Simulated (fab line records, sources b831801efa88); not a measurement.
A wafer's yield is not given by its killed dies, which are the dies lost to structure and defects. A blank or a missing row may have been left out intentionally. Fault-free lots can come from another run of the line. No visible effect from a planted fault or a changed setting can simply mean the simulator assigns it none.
Which tool was responsible?	flow sky130	13 lots with 39 wafers sampled at 5 steps, on a route of 708 steps

WHAT THE GAUGES READ, wafer by wafer
SKY_SONOS_ONO_THK_MEAS_01. Usual: SONOS_ONO_OXIDATION_THK 2.55 nm, standard deviation 0.06.
lot	measured	on	SONOS_ONO_OXIDATION_THK (nm)	flag
L729	day 11 23:29	film-metro-03	2.50 2.54 2.49	
L730	day 12 05:56	film-metro-01	2.55 2.58 2.52	
L731	day 12 15:02	film-metro-04	2.58 2.58 2.61	
L732	day 13 00:19	film-metro-03	2.57 2.54 2.53	
L733	day 13 11:46	film-metro-01	2.54 2.49 2.54	
L735	day 14 02:04	film-metro-04	2.46 2.43 2.47	
L736	day 14 07:04	film-metro-03	2.44 2.43 2.41	
L741	day 15 23:26	film-metro-01	2.58 2.62 2.62	
L744	day 16 21:20	film-metro-03	2.59 2.50 2.48	
L745	day 17 08:50	film-metro-01	2.59 2.64 2.59	
L747	day 17 19:50	film-metro-04	2.59 2.53 2.62	
L749	day 18 11:18	film-metro-03	2.48 2.56 2.46	
L751	day 19 06:04	film-metro-01	2.64 2.51 2.61	

SKY_GATE_OXIDE_OVL_MEAS_10. Usual: GATE_OXIDE_OVL -0.3 nm, standard deviation 1.2.
lot	measured	on	GATE_OXIDE_OVL (nm)	flag
L729	day 14 08:47	overlay-02	-1.9 -0.3 -0.3	
L730	day 14 21:31	overlay-01	-2.3 -1.8 -1.3	
L731	day 15 00:59	overlay-01	2.0 1.0 1.4	
L732	day 15 11:40	overlay-01	0.1 -0.2 -0.7	
L733	day 15 23:20	overlay-01	-1.0 0.8 1.6	
L735	day 16 16:07	overlay-01	-0.7 2.7 -0.9	
L736	day 16 22:25	overlay-01	-1.2 0.1 0.8	
L741	day 18 15:41	overlay-01	-0.4 0.1 -0.8	
L744	day 19 15:11	overlay-02	-0.2 0.7 -0.7	
L745	day 20 01:56	overlay-01	0.5 0.1 0.6	
L747	day 20 14:22	overlay-02	-0.8 -0.6 -0.1	
L749	day 21 06:13	overlay-01	-2.4 1.2 -0.1	
L751	day 22 00:11	overlay-02	-0.9 -0.7 -0.2	

SKY_LDD_HVN_TW_MEAS_10. Usual: LDD_HVN_TW 1437, standard deviation 7.
lot	measured	on	LDD_HVN_TW	flag
L729	day 21 00:05	film-metro-04	1438 1432 1432	
L730	day 21 11:28	film-metro-04	1438 1439 1439	
L731	day 21 17:23	film-metro-01	1447 1450 1447	
L732	day 22 03:37	film-metro-02	1433 1428 1425	
L733	day 22 14:37	film-metro-02	1426 1433 1424	
L735	day 23 09:55	film-metro-02	1282 1269 1264	OFF
L736	day 23 22:58	film-metro-04	1283 1278 1283	OFF
L741	day 25 09:16	film-metro-01	1443 1450 1443	
L744	day 26 10:37	film-metro-04	1432 1444 1435	
L745	day 26 17:40	film-metro-04	1445 1441 1435	
L747	day 27 03:54	film-metro-01	1457 1446 1450	
L749	day 27 21:44	film-metro-02	1431 1445 1443	
L751	day 28 14:04	film-metro-02	1434 1433 1440	

SKY_SPACER_THK_MEAS_01. Usual: SPACER_CVD_00_THK 43.3 nm, standard deviation 0.36.
lot	measured	on	SPACER_CVD_00_THK (nm)	flag
L729	day 24 00:03	film-metro-02	43.4 42.9 42.9	
L730	day 24 04:01	film-metro-01	43.6 43.4 43.7	
L731	day 24 08:08	film-metro-02	43.7 42.9 43.2	
L732	day 24 19:01	film-metro-03	43.1 43.1 43.0	
L733	day 25 06:05	film-metro-02	43.6 43.8 43.3	
L735	day 25 21:44	film-metro-02	43.5 43.4 43.6	
L736	day 26 11:22	film-metro-02	43.7 43.9 44.1	
L741	day 27 23:05	film-metro-01	43.7 43.6 43.6	
L744	day 28 23:18	film-metro-03	42.9 43.4 43.0	
L745	day 29 06:02	film-metro-02	43.4 43.4 42.8	
L747	day 29 15:44	film-metro-01	43.2 43.1 43.2	
L749	day 30 07:20	film-metro-02	43.2 43.2 43.4	
L751	day 30 23:41	film-metro-03	43.7 43.4 43.6	

TOOL THAT RAN EACH LOT (tool first, then ch and the chambers of the sampled wafers, then the start)
lot	SKY_LDD_HVN_IMPLANT_08
L729	implanter-03 ch 0, day 20 23:52
L730	implanter-04 ch 0, day 21 11:13
L731	implanter-03 ch 0, day 21 17:10
L732	implanter-03 ch 0, day 22 03:22
L733	implanter-01 ch 0, day 22 14:22
L735	implanter-03 ch 0, day 23 09:40
L736	implanter-03 ch 0, day 23 22:44
L741	implanter-01 ch 0, day 25 09:02
L744	implanter-03 ch 0, day 26 10:23
L745	implanter-04 ch 0, day 26 17:25
L747	implanter-03 ch 0, day 27 03:40
L749	implanter-03 ch 0, day 27 21:29
L751	implanter-03 ch 0, day 28 13:51
- SKY_LDD_HVN_IMPLANT_08

WHAT THE TOOLS THEMSELVES READ (means of the sampled wafers that have a number; where no wafer has one, the mark that the record gives instead)
SKY_LDD_HVN_IMPLANT_08. Usual: beam-on-s 10.01 s, standard deviation 0.22; tilt-deg 39.998 degrees, standard deviation 0.022.
lot	tool	beam-on-s (s)	tilt-deg (degrees)	flag
L729	implanter-03	9.92	39.979	
L730	implanter-04	10.07	39.996	
L731	implanter-03	10.08	40.013	
L732	implanter-03	10.02	39.986	
L733	implanter-01	9.80	39.974	
L735	implanter-03	10.22	0.010	OFF
L736	implanter-03	10.06	-0.019	OFF
L741	implanter-01	10.16	40.002	
L744	implanter-03	10.00	39.970	
L745	implanter-04	9.88	40.012	
L747	implanter-03	10.11	40.017	
L749	implanter-03	10.06	40.013	
L751	implanter-03	10.17	39.975	

THE ANSWER, worked out from the rows above alone
Rule: take the mean of a lot's wafers that have a number; if it is more than 3 standard deviations from the usual mean, the lot is off. Also off: a lot with no number at a reading for which 4 or more lots have one. Where the step has rows for the other lots, those lots are counted as sound. After the gauges, taken in route order, come the tools' own readings; for these a lot's mean is taken, as printed above. The first step at which some lot is off is used, and at that step the reading that is off furthest; a lot without a number counts as furthest.
Off: L735, L736, at SKY_LDD_HVN_TW_MEAS_10 (LDD_HVN_TW).
A tool fits if, at a process step before that reading, it ran every lot that is off, and no sound lot after the first of them. Not tried: the gauges at SKY_LDD_HVN_TW_MEAS_10; whatever is off there is also off at SKY_LDD_HVN_IMPLANT_08, on other tools, and gauge error can't account for it. Of those tried, none fits.

WHAT THE SIMULATOR HAD PUT IN
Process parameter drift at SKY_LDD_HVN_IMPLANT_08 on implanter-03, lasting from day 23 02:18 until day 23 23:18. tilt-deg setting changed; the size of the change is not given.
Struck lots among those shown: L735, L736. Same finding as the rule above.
